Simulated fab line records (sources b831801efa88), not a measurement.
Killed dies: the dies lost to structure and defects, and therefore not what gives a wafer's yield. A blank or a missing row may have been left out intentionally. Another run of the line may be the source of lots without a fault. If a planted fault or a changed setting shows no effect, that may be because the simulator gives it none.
Which tool did it? / flow gf180mcu / Sampling: 13 lots, 37 wafers, 6 of 602 route steps

== WHAT THE GAUGES READ, wafer by wafer ==
GF_VT_IMPLANT_OVL_MEAS_40. Usual: for VT_IMPLANT_03_OVL the level is -0.1 nm and the standard deviation is 1.1.
lot=L326; measured=day 7 13:25; on=overlay-02; VT_IMPLANT_03_OVL (nm)=-0.8 -2.1; flag=
lot=L327; measured=day 7 19:35; on=overlay-01; VT_IMPLANT_03_OVL (nm)=1.4 2.0 1.3; flag=
lot=L329; measured=day 8 09:20; on=overlay-02; VT_IMPLANT_03_OVL (nm)=-0.3 -0.2 0.6; flag=
lot=L331; measured=day 8 22:37; on=overlay-02; VT_IMPLANT_03_OVL (nm)=1.5 0.4 1.1; flag=
lot=L332; measured=day 9 06:04; on=overlay-02; VT_IMPLANT_03_OVL (nm)=0.3 -0.5 -1.3; flag=
lot=L333; measured=day 9 13:13; on=overlay-01; VT_IMPLANT_03_OVL (nm)=-1.1 -0.5 -0.9; flag=
lot=L334; measured=day 9 16:59; on=overlay-02; VT_IMPLANT_03_OVL (nm)=1.3 1.4 0.5; flag=
lot=L343; measured=day 12 07:04; on=overlay-02; VT_IMPLANT_03_OVL (nm)=-1.2 -0.1 1.6; flag=
lot=L344; measured=day 12 16:10; on=overlay-02; VT_IMPLANT_03_OVL (nm)=-0.8 0.9 0.6; flag=
lot=L345; measured=day 12 20:37; on=overlay-01; VT_IMPLANT_03_OVL (nm)=1.1 -0.1 2.1; flag=
lot=L347; measured=day 13 08:55; on=overlay-02; VT_IMPLANT_03_OVL (nm)=-0.2 1.1 -0.5; flag=
lot=L348; measured=day 13 16:08; on=overlay-01; VT_IMPLANT_03_OVL (nm)=0.7 -0.2; flag=
lot=L349; measured=day 14 00:07; on=overlay-01; VT_IMPLANT_03_OVL (nm)=-0.6 0.4 -1.2; flag=

GF_HV_LDD_CD_MEAS_07 targets a cd of 400 nm. Usual: cd-nm at 399.9 nm, with a standard deviation of 2.4.
lot=L326; measured=day 10 02:51; on=cd-sem-02; cd-nm (nm)=398.7 400.7; flag=
lot=L327; measured=day 10 09:11; on=cd-sem-02; cd-nm (nm)=403.3 405.0 402.7; flag=
lot=L329; measured=day 10 20:53; on=cd-sem-01; cd-nm (nm)=401.8 404.2 403.4; flag=
lot=L331; measured=day 11 13:25; on=cd-sem-02; cd-nm (nm)=- - -; flag=OFF
lot=L332; measured=day 11 21:23; on=cd-sem-02; cd-nm (nm)=400.2 398.3 399.5; flag=
lot=L333; measured=day 12 09:40; on=cd-sem-02; cd-nm (nm)=- - -; flag=OFF
lot=L334; measured=day 12 09:23; on=cd-sem-01; cd-nm (nm)=- - -; flag=OFF
lot=L343; measured=day 15 05:31; on=cd-sem-01; cd-nm (nm)=401.2 399.9 400.4; flag=
lot=L344; measured=day 15 13:50; on=cd-sem-01; cd-nm (nm)=397.7 400.9 399.5; flag=
lot=L345; measured=day 15 20:10; on=cd-sem-01; cd-nm (nm)=397.4 398.0 396.4; flag=
lot=L347; measured=day 16 08:04; on=cd-sem-01; cd-nm (nm)=402.9 401.9 400.7; flag=
lot=L348; measured=day 16 19:43; on=cd-sem-01; cd-nm (nm)=395.8 399.2; flag=
lot=L349; measured=day 17 00:48; on=cd-sem-02; cd-nm (nm)=401.0 399.7 399.1; flag=

GF_HV_LDD_OVL_MEAS_08. Usual: for HV_LDD_OVL the level is 1.4 nm and the standard deviation is 1.4.
lot=L326; measured=day 10 02:58; on=overlay-01; HV_LDD_OVL (nm)=1.0 0.7; flag=
lot=L327; measured=day 10 09:17; on=overlay-02; HV_LDD_OVL (nm)=2.6 -0.1 4.3; flag=
lot=L329; measured=day 10 20:59; on=overlay-01; HV_LDD_OVL (nm)=-0.9 -1.1 -0.1; flag=
lot=L331; measured=day 11 13:32; on=overlay-02; HV_LDD_OVL (nm)=- - -; flag=OFF
lot=L332; measured=day 11 21:30; on=overlay-02; HV_LDD_OVL (nm)=2.7 4.1 4.5; flag=
lot=L333; measured=day 12 09:47; on=overlay-01; HV_LDD_OVL (nm)=- - -; flag=OFF
lot=L334; measured=day 12 09:29; on=overlay-01; HV_LDD_OVL (nm)=- - -; flag=OFF
lot=L343; measured=day 15 05:38; on=overlay-02; HV_LDD_OVL (nm)=3.3 1.6 3.6; flag=
lot=L344; measured=day 15 13:56; on=overlay-02; HV_LDD_OVL (nm)=-0.4 0.5 0.0; flag=
lot=L345; measured=day 15 20:17; on=overlay-01; HV_LDD_OVL (nm)=1.8 2.1 0.6; flag=
lot=L347; measured=day 16 08:10; on=overlay-01; HV_LDD_OVL (nm)=1.4 2.0 1.3; flag=
lot=L348; measured=day 16 19:47; on=overlay-01; HV_LDD_OVL (nm)=1.4 1.6; flag=
lot=L349; measured=day 17 00:53; on=overlay-02; HV_LDD_OVL (nm)=2.0 4.5 2.3; flag=

GF_HV_LDD_TW_MEAS_11. Usual: for HV_LDD_TW the level is 2414 and the standard deviation is 19.
lot=L326; measured=day 10 03:16; on=film-metro-01; HV_LDD_TW=2392 2395; flag=
lot=L327; measured=day 10 09:35; on=film-metro-02; HV_LDD_TW=2421 2429 2432; flag=
lot=L329; measured=day 10 21:16; on=film-metro-02; HV_LDD_TW=2429 2435 2433; flag=
lot=L331; measured=day 11 13:49; on=film-metro-02; HV_LDD_TW=30 30 31; flag=OFF
lot=L332; measured=day 11 21:47; on=film-metro-03; HV_LDD_TW=2400 2394 2389; flag=
lot=L333; measured=day 12 10:04; on=film-metro-03; HV_LDD_TW=30 30 30; flag=OFF
lot=L334; measured=day 12 09:46; on=film-metro-01; HV_LDD_TW=30 30 30; flag=OFF
lot=L343; measured=day 15 05:55; on=film-metro-03; HV_LDD_TW=2407 2392 2395; flag=
lot=L344; measured=day 15 14:13; on=film-metro-03; HV_LDD_TW=2411 2397 2410; flag=
lot=L345; measured=day 15 20:34; on=film-metro-03; HV_LDD_TW=2406 2414 2402; flag=
lot=L347; measured=day 16 08:27; on=film-metro-03; HV_LDD_TW=2414 2410 2421; flag=
lot=L348; measured=day 16 20:05; on=film-metro-03; HV_LDD_TW=2410 2409; flag=
lot=L349; measured=day 17 01:11; on=film-metro-02; HV_LDD_TW=2447 2435 2435; flag=

== WHAT TOOL EACH LOT RAN ON (gives the tool, then ch and the chambers of the sampled wafers, and finally the start) ==
lot=L326; GF_VT_IMPLANT_STRIP_42=plasma-asher-04 ch 1, day 7 13:36; GF_HV_LDD_DEVELOP_06=litho-track-02 ch 0, day 10 02:40
lot=L327; GF_VT_IMPLANT_STRIP_42=plasma-asher-04 ch 0,1, day 7 19:46; GF_HV_LDD_DEVELOP_06=litho-track-04 ch 0, day 10 09:02
lot=L329; GF_VT_IMPLANT_STRIP_42=plasma-asher-02 ch 0,1, day 8 09:31; GF_HV_LDD_DEVELOP_06=litho-track-02 ch 0, day 10 20:44
lot=L331; GF_VT_IMPLANT_STRIP_42=plasma-asher-04 ch 0,1, day 8 22:48; GF_HV_LDD_DEVELOP_06=litho-track-02 ch 0, day 11 13:16
lot=L332; GF_VT_IMPLANT_STRIP_42=plasma-asher-04 ch 0,1, day 9 06:15; GF_HV_LDD_DEVELOP_06=litho-track-03 ch 0, day 11 21:14
lot=L333; GF_VT_IMPLANT_STRIP_42=plasma-asher-03 ch 0,1, day 9 13:24; GF_HV_LDD_DEVELOP_06=litho-track-02 ch 0, day 12 09:31
lot=L334; GF_VT_IMPLANT_STRIP_42=plasma-asher-02 ch 1, day 9 17:10; GF_HV_LDD_DEVELOP_06=litho-track-02 ch 0, day 12 09:14
lot=L343; GF_VT_IMPLANT_STRIP_42=plasma-asher-04 ch 0,1, day 12 07:15; GF_HV_LDD_DEVELOP_06=litho-track-04 ch 0, day 15 05:22
lot=L344; GF_VT_IMPLANT_STRIP_42=plasma-asher-03 ch 0,1, day 12 16:21; GF_HV_LDD_DEVELOP_06=litho-track-02 ch 0, day 15 13:41
lot=L345; GF_VT_IMPLANT_STRIP_42=plasma-asher-03 ch 1, day 12 20:48; GF_HV_LDD_DEVELOP_06=litho-track-04 ch 0, day 15 20:01
lot=L347; GF_VT_IMPLANT_STRIP_42=plasma-asher-03 ch 0,1, day 13 09:08; GF_HV_LDD_DEVELOP_06=litho-track-03 ch 0, day 16 07:55
lot=L348; GF_VT_IMPLANT_STRIP_42=plasma-asher-02 ch 0,1, day 13 16:20; GF_HV_LDD_DEVELOP_06=litho-track-02 ch 0, day 16 19:35
lot=L349; GF_VT_IMPLANT_STRIP_42=plasma-asher-03 ch 0,1, day 14 00:20; GF_HV_LDD_DEVELOP_06=litho-track-04 ch 0, day 17 00:40
- GF_VT_IMPLANT_STRIP_42: strips in O2/N2.
- GF_HV_LDD_DEVELOP_06: develop time 60 s.

== WHAT THE TOOLS THEMSELVES READ (means of the sampled wafers that have a number; where no wafer has one, the mark that the record gives instead) ==
GF_VT_IMPLANT_STRIP_42. Usual: drypump-motor-current-A 5.7 A, standard deviation 0.35; heater-power-w 331 W, standard deviation 55; oes-product-au 0.717 a.u., standard deviation 0.0045; strip-time-to-endpoint-s 12.65 s, standard deviation 0.039.
lot=L326; tool=plasma-asher-04; drypump-motor-current-A (A)=5.2; heater-power-w (W)=284; oes-product-au (a.u.)=0.714; strip-time-to-endpoint-s (s)=12.64; flag=
lot=L327; tool=plasma-asher-04; drypump-motor-current-A (A)=5.4; heater-power-w (W)=295; oes-product-au (a.u.)=0.719; strip-time-to-endpoint-s (s)=12.61; flag=
lot=L329; tool=plasma-asher-02; drypump-motor-current-A (A)=5.9; heater-power-w (W)=357; oes-product-au (a.u.)=0.724; strip-time-to-endpoint-s (s)=12.64; flag=
lot=L331; tool=plasma-asher-04; drypump-motor-current-A (A)=5.4; heater-power-w (W)=300; oes-product-au (a.u.)=0.715; strip-time-to-endpoint-s (s)=12.62; flag=
lot=L332; tool=plasma-asher-04; drypump-motor-current-A (A)=5.4; heater-power-w (W)=297; oes-product-au (a.u.)=0.720; strip-time-to-endpoint-s (s)=12.63; flag=
lot=L333; tool=plasma-asher-03; drypump-motor-current-A (A)=5.8; heater-power-w (W)=368; oes-product-au (a.u.)=0.717; strip-time-to-endpoint-s (s)=12.64; flag=
lot=L334; tool=plasma-asher-02; drypump-motor-current-A (A)=5.7; heater-power-w (W)=346; oes-product-au (a.u.)=0.718; strip-time-to-endpoint-s (s)=12.66; flag=
lot=L343; tool=plasma-asher-04; drypump-motor-current-A (A)=5.4; heater-power-w (W)=313; oes-product-au (a.u.)=0.721; strip-time-to-endpoint-s (s)=12.71; flag=
lot=L344; tool=plasma-asher-03; drypump-motor-current-A (A)=5.8; heater-power-w (W)=366; oes-product-au (a.u.)=0.722; strip-time-to-endpoint-s (s)=12.67; flag=
lot=L345; tool=plasma-asher-03; drypump-motor-current-A (A)=5.4; heater-power-w (W)=261; oes-product-au (a.u.)=0.714; strip-time-to-endpoint-s (s)=12.71; flag=
lot=L347; tool=plasma-asher-03; drypump-motor-current-A (A)=5.6; heater-power-w (W)=320; oes-product-au (a.u.)=0.716; strip-time-to-endpoint-s (s)=12.59; flag=
lot=L348; tool=plasma-asher-02; drypump-motor-current-A (A)=6.0; heater-power-w (W)=350; oes-product-au (a.u.)=0.716; strip-time-to-endpoint-s (s)=12.63; flag=
lot=L349; tool=plasma-asher-03; drypump-motor-current-A (A)=5.6; heater-power-w (W)=316; oes-product-au (a.u.)=0.717; strip-time-to-endpoint-s (s)=12.61; flag=

== THE ANSWER, worked out from the rows above alone ==
Rule: a lot is off if the mean of its wafers that have a number lies more than 3 standard deviations from the usual mean. Also off: a lot with no number at a reading for which 4 or more lots have one. Any other lot the step has rows for is counted as sound. After the gauges, taken in route order, come the tools' own readings; for these a lot's mean is taken, as printed above. The first step at which some lot is off is used, and at that step the reading that is off furthest; a lot without a number counts as furthest.
Off, at GF_HV_LDD_CD_MEAS_07 on cd-nm: L331, L333, L334. Without a number there: L331, L333, L334.
If a tool, at a process step before that reading, ran all the lots that are off and no sound lot after the first of them, it fits. Not tried: the gauges at GF_HV_LDD_CD_MEAS_07; whatever is off there is also off at GF_HV_LDD_OVL_MEAS_08, on other tools, and gauge error can't account for it. No candidate that was tried fits.

== WHAT THE SIMULATOR HAD PUT IN ==
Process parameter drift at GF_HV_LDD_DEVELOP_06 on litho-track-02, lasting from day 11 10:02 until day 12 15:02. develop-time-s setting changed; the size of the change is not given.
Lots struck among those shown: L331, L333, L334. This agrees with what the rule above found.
